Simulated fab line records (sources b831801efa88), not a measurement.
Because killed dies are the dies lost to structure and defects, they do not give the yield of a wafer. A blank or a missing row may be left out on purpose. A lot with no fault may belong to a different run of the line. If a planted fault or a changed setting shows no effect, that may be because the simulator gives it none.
The same fault as seen by 2 desks	flow sky130	only its own numbers are on each desk; what lay behind them is given at the end

METROLOGY DESK
Lot by lot, what the gauges showed, no matter which tool ran the lot: averages of those sampled wafers that carry a number. Any lot whose mean is over 4 standard deviations away from the usual mean is out of limits and marked OUT; that distance is given in the brackets.
Columns: A = SD_P_TW at SKY_SD_P_TW_MEAS_11, usual 2833; B = RES_XHIGH_TW at SKY_RES_XHIGH_TW_MEAS_09, usual 1644; C = LI_CONTACT_W_RS at SKY_LI_CONTACT_RS_MEAS_22, usual 0.282 ohm/sq; D = LI_CONTACT_W_THK at SKY_LI_CONTACT_THK_MEAS_23, usual 407 nm
lot	first seen here	A	B	C	D
L503	day 26 08:55	2835	1634	0.286	403
L505	day 26 13:40	2844	1641	0.281	413
L504	day 26 14:25	2847	1641	0.282	411
L511	day 29 00:43	2848	1648	0.284	405
L513	day 29 12:11	2818	1649	0.280	407
L512	day 29 13:05	2818	1643	0.284	402
L514	day 29 21:02	2816	1639	0.283	401
L515	day 29 22:34	2821	1637	0.286	399
L516	day 30 14:40	2838	1646	0.246 (-8.3) OUT	470 (+8.8) OUT
L519	day 31 12:49	2822	1636	0.268	434
L525	day 32 23:10	2816	1646	0.277	413
L524	day 33 01:17	2858	1648	0.280	406
This desk reports L516 out of limits; the earliest was L516 at day 34 03:28 (LI_CONTACT_W_RS at SKY_LI_CONTACT_RS_MEAS_22). L503, L505, L504, L511, L513, L512, L514, L515, L519, L525, L524: within limits.

TOOL OWNER'S DESK, cvdW-02
The tool's own readings at SKY_LI_CONTACT_CVD_21 (deposits W, target thk 400 nm, time 120.56 s): means of the sampled wafers that have a number, for each lot that ran on this tool. Any lot whose mean is over 4 standard deviations away from the usual mean is out of limits and marked OUT; that distance is given in the brackets.
Columns: A = heaterPowerW at SKY_LI_CONTACT_CVD_21, usual 928 W; B = susceptorTempC at SKY_LI_CONTACT_CVD_21, usual 400.04 C
lot	first seen here	A	B
L503	day 30 01:42	971	400.22
L505	day 30 06:21	894	400.11
L511	day 32 15:22	974	400.02
L512	day 33 02:54	972	400.27
L514	day 33 10:12	963	399.89
L515	day 33 12:44	899	400.16
L516	day 34 03:19	958	399.98
L519	day 35 00:11	841	399.83
Result from this desk: across the 8 lots, nothing is out of limits.

ALL TOGETHER
On L516, the metrology desk was in a position to raise an alarm at day 34 03:28.
Nothing out of limits was seen by the tool owner's desk.
The tool owner's desk has L516 on record, within its limits.
SKY_LI_CONTACT_CVD_21 was run on cvdW-02 by each of the lots named.

WHAT WAS PUT IN BY THE SIMULATOR
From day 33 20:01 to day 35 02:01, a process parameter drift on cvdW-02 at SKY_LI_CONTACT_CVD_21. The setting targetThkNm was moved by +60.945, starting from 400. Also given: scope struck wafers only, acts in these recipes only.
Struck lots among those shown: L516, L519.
Per desk, hours elapsed from the start of the fault to the first reading out of limits: for the metrology desk, 7.
